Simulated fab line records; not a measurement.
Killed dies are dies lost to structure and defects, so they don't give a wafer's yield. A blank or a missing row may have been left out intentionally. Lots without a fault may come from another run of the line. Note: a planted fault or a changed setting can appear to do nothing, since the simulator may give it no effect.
fab line records    flow sfqLine
record: lots: 6  wafers: 16  lastDay: 92
route steps=325 shown I2@117 M3@118
lots untouched by any fault: they come from a run of this same line in which no faults occurred
startH: the number of hours between the record's first day and the start of the first shown wafer of the lot    waitH: hours since the lot's step before    " the same as in the row above    L1.1+2: one row covering several wafers at once    - either no value or no given start    * or withheld: withheld    < > ~ a bound
route shown NAME@n: NAME is a module with steps in the file, n the number in the route of the first one    usual: average and standard deviation across the fault-free wafers    same: alike in all rows    chamber/n: place in a boat    sites: readings site by site    _std_site: how widely they spread, as a standard deviation    _edge_site: inner sites' mean taken away from outer sites' mean    radiusMm: how far each site lies from the wafer's centre    mask NAME#n: copy n    behind: tool/chamber where the wafer was last shaped    hold: cause of the lot's hold/its duration in hours/its outcome    device: the transistor (n, p or np) that didn't switch    end of line: tests of these same wafers at the route's end    step lacking rows: just its recipe    killed: at the first sort, the dies lost to defects and structure; wafer yield is something else    map: a wafer's dies, x killed, . not, _ none there
set.NAME: the setting that was run; set.NAME@STEP: the one run at that earlier step    model.NAME: the simulator's own value behind a step, which no gauge read
lots at selected steps of the route; one table per step, one row per wafer
services: from which hour (startH, from the record's first day; less than 0 if before it) a tool's chamber was out of use, for how many hours, and why
== steps ==
step: SFQ_TRILAYER_I2_VIA_STRIP_SOLV_CLEAN_072
recipe: chemistry: NMP  tempC: 70  timeS: 600
step: SFQ_TRILAYER_M3_DEP_PRE_CLEAN_074
recipe: gas: Ar  timeS: 22.5  biasV: 250
step: SFQ_TRILAYER_M3_DEP_SPUTTER_073
recipe: material: Nb  basePressurePa: 1.33e-06  chamberPressurePa: 0.1333  substrateTempC: 20  resputterCathodeVoltageV: 400  targetThkNm: 200  powerW: 2000  timeS: 133.3
usual: throttleValvePct: 29.9/0.75
lot.wafer  tool           chamber  startH   waitH  throttleValvePct
L564.1     pvdSputter-03  -        1007.56  0.0    28.6
L564.4     "              -        "        "      29.8
L564.6     "              -        "        "      29.9
L574.2     pvdSputter-06  -        1087.99  0.0    29.5
L574.5     "              -        "        "      28.4
L575.1     pvdSputter-04  -        1089.19  0.0    29.2
L575.2     "              -        "        "      30.4
L577.1     pvdSputter-04  -        1093.99  0.0    30.7
L577.2     "              -        "        "      30.9
L577.4     "              -        "        "      29.2
L582.2     pvdSputter-04  -        1106.21  0.0    31.1
L582.4     "              -        "        "      29.4
L582.5     "              -        "        "      31.2
L583.1     pvdSputter-06  -        1107.41  0.0    30.0
L583.5     "              -        "        "      29.7
L583.6     "              -        "        "      29.4
step: SFQ_M3_RS_MEAS_919
recipe: thkMeasGauge: four-point-probe  reads: Nb_of_TRILAYER_M3_DEP_SPUTTER_073
usual: M3_NB_RS: 0.890/0.0097
lot.wafer  tool          chamber  startH   waitH  M3_NB_RS[ohm/sq]
L564.1     filmMetro-04  -        1007.65  0.0    0.882
L564.4     "             -        "        "      0.898
L564.6     "             -        "        "      0.896
L574.2     filmMetro-01  -        1088.10  0.1    0.881
L574.5     "             -        "        "      0.885
L575.1     filmMetro-04  -        1089.28  0.0    0.895
L575.2     "             -        "        "      0.905
L577.1     filmMetro-01  -        1094.08  0.0    0.908
L577.2     "             -        "        "      0.888
L577.4     "             -        "        "      0.890
L582.2     filmMetro-01  -        1106.32  0.1    0.878
L582.4     "             -        "        "      0.887
L582.5     "             -        "        "      0.883
L583.1     filmMetro-03  -        1107.50  0.0    0.887
L583.5     "             -        "        "      0.876
L583.6     "             -        "        "      0.886
step: SFQ_TRILAYER_M3_LITHO_COAT_080
recipe: resist: BARC  spinRpm: 3000  resistThkNm: 62
step: SFQ_TRILAYER_M3_LITHO_COAT_075
recipe: resist: KrF  spinRpm: 3000  resistThkNm: 600
step: SFQ_TRILAYER_M3_LITHO_SOFTBAKE_079
recipe: tempC: withheld  timeS: withheld  resist: KrF
step: SFQ_TRILAYER_M3_LITHO_EXPOSE_076
recipe: maskId: M3  na: 0.6  sourceShape: conventional  sigmaOuter: 0.65  targetCdNm: 500  doseMj: 14.4
step: SFQ_TRILAYER_M3_LITHO_PEB_078
recipe: pebTempC: 115  pebTimeS: 60  resist: KrF
step: SFQ_TRILAYER_M3_LITHO_DEVELOP_077
recipe: timeS: 60  resist: KrF
step: SFQ_M3_OVL_MEAS_921
usual: M3_OVL: -1/6
lot.wafer  tool        chamber  startH   waitH  M3_OVL[nm]
L564.1     overlay-01  -        1031.14  0.1    -6
L564.4     "           -        "        "      -9
L564.6     "           -        "        "      -3
L574.2     overlay-02  -        1216.00  0.1    -1
L574.5     "           -        "        "      4
L575.1     overlay-01  -        1218.39  0.1    -5
L575.2     "           -        "        "      -4
L577.1     overlay-01  -        1224.39  0.1    7
L577.2     "           -        "        "      2
L577.4     "           -        "        "      10
L582.2     overlay-02  -        1238.80  0.1    2
L582.4     "           -        "        "      2
L582.5     "           -        "        "      3
L583.1     overlay-01  -        1239.99  0.1    8
L583.5     "           -        "        "      7
L583.6     "           -        "        "      2
step: SFQ_TRILAYER_M3_BARC_OPEN_METAL_ETCH_100
recipe: maskMaterial: PR  chemistry: O2  targetDepthNm: 125  target: BARC  icpW: 600  biasW: 80  pressureMtorr: 10  timeS: 41.7
usual: biasW: 79.98/0.25  drypumpMotorCurrentA: 6.0/0.48  oesProductAu: 0.684/0.0044  rfFwdPowerW: 595.4/2.1
lot.wafer  tool         chamber  startH   waitH  biasW  drypumpMotorCurrentA  oesProductAu  rfFwdPowerW  rfHoursCounterH  model.KrF_of_TRILAYER_M3_LITHO_COAT_075.thkNm
L564.1     rieMetal-02  1        1031.17  0.0    79.91  5.9                   0.682         598.2        132              521.2
L564.4     "            0        "        "      80.01  6.3                   0.688         597.1        -                518.4
L564.6     "            1        "        "      79.83  5.9                   0.687         593.6        -                522.5
L574.2     rieMetal-02  1        1216.03  0.0    80.10  5.9                   0.673         597.8        11               537.5
L574.5     "            0        "        "      79.73  6.3                   0.679         598.6        -                536.7
L575.1     rieMetal-02  1        1218.43  0.0    80.30  5.9                   0.685         597.1        11               522
L575.2     "            0        "        "      79.77  6.2                   0.685         598.0        51               538.9
L577.1     rieMetal-03  0        1224.43  0.0    79.74  6.5                   0.688         595.8        35               524.3
L577.2     "            1        "        "      79.91  5.7                   0.683         595.4        26               523.1
L577.4     "            0        "        "      79.52  6.6                   0.689         596.3        -                524.2
L582.2     rieMetal-04  1        1238.83  0.0    79.97  5.2                   0.675         592.0        31               523.3
L582.4     "            1        "        "      80.03  5.2                   0.690         590.8        -                523.5
L582.5     "            0        "        "      80.57  6.4                   0.689         596.1        -                522.5
L583.1     rieMetal-03  1        1240.03  0.0    80.11  5.7                   0.684         596.1        28               524.1
L583.5     "            1        "        "      79.89  5.7                   0.685         595.7        -                524.3
L583.6     "            0        "        "      79.99  6.6                   0.689         591.7        -                526.3
step: SFQ_TRILAYER_M3_ETCH_METAL_ETCH_078
recipe: target: Nb  stopOn: SiO2  maskMaterial: PR  chemistry: Cl2/Ar  targetDepthNm: 240  icpW: 600  biasW: 80  pressureMtorr: 10  timeS: 120
usual: biasW: 80.01/0.26  drypumpMotorCurrentA: 6.0/0.48  oesProductAu: 0.894/0.006  rfFwdPowerW: 598.0/2.1
lot.wafer  tool         chamber  startH   waitH  biasW  drypumpMotorCurrentA  oesProductAu  rfFwdPowerW  rfHoursCounterH  model.KrF_of_TRILAYER_M3_LITHO_COAT_075.thkNm
L564.1     rieMetal-02  1        1031.23  0.0    80.40  5.9                   0.894         599.4        132              377.9
L564.4     "            0        "        "      79.97  6.2                   0.886         598.5        -                374.3
L564.6     "            1        "        "      80.41  5.9                   0.891         600.6        -                380.2
L574.2     rieMetal-02  1        1216.09  0.0    80.13  5.9                   0.903         599.1        11               394.9
L574.5     "            0        "        "      80.07  6.2                   0.894         598.3        -                393.5
L575.1     rieMetal-02  1        1218.49  0.0    80.33  5.8                   0.892         599.0        11               380.1
L575.2     "            0        "        "      80.25  6.3                   0.886         596.2        51               394.9
L577.1     rieMetal-03  0        1224.49  0.0    80.10  6.6                   0.883         596.1        35               384.6
L577.2     "            1        "        "      80.43  5.7                   0.900         596.4        26               382.3
L577.4     "            0        "        "      79.77  6.6                   0.891         595.6        -                385.3
L582.2     rieMetal-04  1        1238.89  0.0    79.91  5.2                   0.899         597.8        31               380.8
L582.4     "            1        "        "      79.57  5.2                   0.896         596.5        -                381
L582.5     "            0        "        "      80.36  6.4                   0.905         600.4        -                382.7
L583.1     rieMetal-03  1        1240.09  0.0    79.68  5.7                   0.901         596.9        28               382.6
L583.5     "            1        "        "      79.47  5.7                   0.904         599.2        -                382.5
L583.6     "            0        "        "      79.74  6.6                   0.893         596.8        -                387.2
step: SFQ_TRILAYER_M3_STRIP_STRIP_079
recipe: gas: O2  powerW: 200  platenTempC: 40  overashFraction: 0.65  chemistry: O2  pressureMtorr: 50
usual: drypumpMotorCurrentA: 6.0/0.48  oesProductAu: 1.001/0.011
same: overashFraction: 0.65
lot.wafer  tool         chamber  startH   waitH  drypumpMotorCurrentA  oesProductAu  rfHoursCounterH
L564.1     rieMetal-02  1        1031.36  0.1    5.9                   1.013         132
L564.4     "            0        "        "      6.3                   1.019         -
L564.6     "            1        "        "      5.9                   1.013         -
L574.2     rieMetal-02  1        1216.21  0.1    5.9                   0.995         11
L574.5     "            0        "        "      6.3                   1.009         -
L575.1     rieMetal-02  1        1218.61  0.1    5.9                   0.992         11
L575.2     "            0        "        "      6.3                   1.010         51
L577.1     rieMetal-03  0        1224.61  0.1    6.6                   0.983         35
L577.2     "            1        "        "      5.7                   0.995         26
L577.4     "            0        "        "      6.6                   0.975         -
L582.2     rieMetal-04  1        1239.01  0.1    5.2                   1.020         31
L582.4     "            1        "        "      5.2                   1.013         -
L582.5     "            0        "        "      6.4                   1.001         -
L583.1     rieMetal-03  1        1240.21  0.1    5.7                   0.997         28
L583.5     "            1        "        "      5.7                   1.002         -
L583.6     "            0        "        "      6.6                   0.988         -
== services ==
tool           chamber  startH   hours  kind
rieMetal-03    0        994.94   -      clean
rieMetal-03    0        994.94   28.7   scheduledDown
rieMetal-03    0        994.94   28.7   ventCycle
rieMetal-02    0        999.36   29.3   repair
pvdSputter-06  -        1000.91  3.6    repair
pvdSputter-06  -        1005.40  0.7    repair
rieMetal-03    1        1023.61  -      clean
rieMetal-03    1        1023.61  20.3   scheduledDown
rieMetal-03    1        1023.61  20.3   ventCycle
rieMetal-04    -        1066.12  14.6   pm
pvdSputter-06  -        1078.98  3.2    repair
pvdSputter-06  -        1104.24  2.2    repair
rieMetal-04    1        1112.87  2.2    repair
rieMetal-02    1        1113.65  -      clean
rieMetal-02    1        1113.65  17.2   scheduledDown
rieMetal-02    1        1113.65  17.2   ventCycle
rieMetal-02    -        1133.57  0.9    repair
pvdSputter-04  -        1138.19  2.5    repair
rieMetal-02    1        1150.30  20.5   repair
pvdSputter-04  -        1189.09  1.5    repair
pvdSputter-03  -        1189.79  23.1   repair
rieMetal-04    -        1222.35  2.8    pm
rieMetal-04    1        1236.04  1.1    repair
pvdSputter-06  -        1238.72  0.5    repair
== key ==
firstSign none at tools or gauges
modelEffect: step: SFQ_TRILAYER_M3_BARC_OPEN_METAL_ETCH_100  value: KrF_of_TRILAYER_M3_LITHO_COAT_075.thkNm  without: 521.5  struck: 537.7
modelEffect: step: SFQ_TRILAYER_M3_ETCH_METAL_ETCH_078  value: KrF_of_TRILAYER_M3_LITHO_COAT_075.thkNm  without: 378.3  struck: 394.4
metAt SFQ_TRILAYER_M3_BARC_OPEN_METAL_ETCH_100
struckWafers L574.2,L574.5,L575.2
onsetBetween 1031.17 1216.03
fault: kind: processParameterDrift  tool: rieMetal-02  chamber: -  onsetH: 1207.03  steps: SFQ_TRILAYER_M3_BARC_OPEN_METAL_ETCH_100  channel: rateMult  offset: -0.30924  shape: step  endH: 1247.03  scope: struckWafersOnly
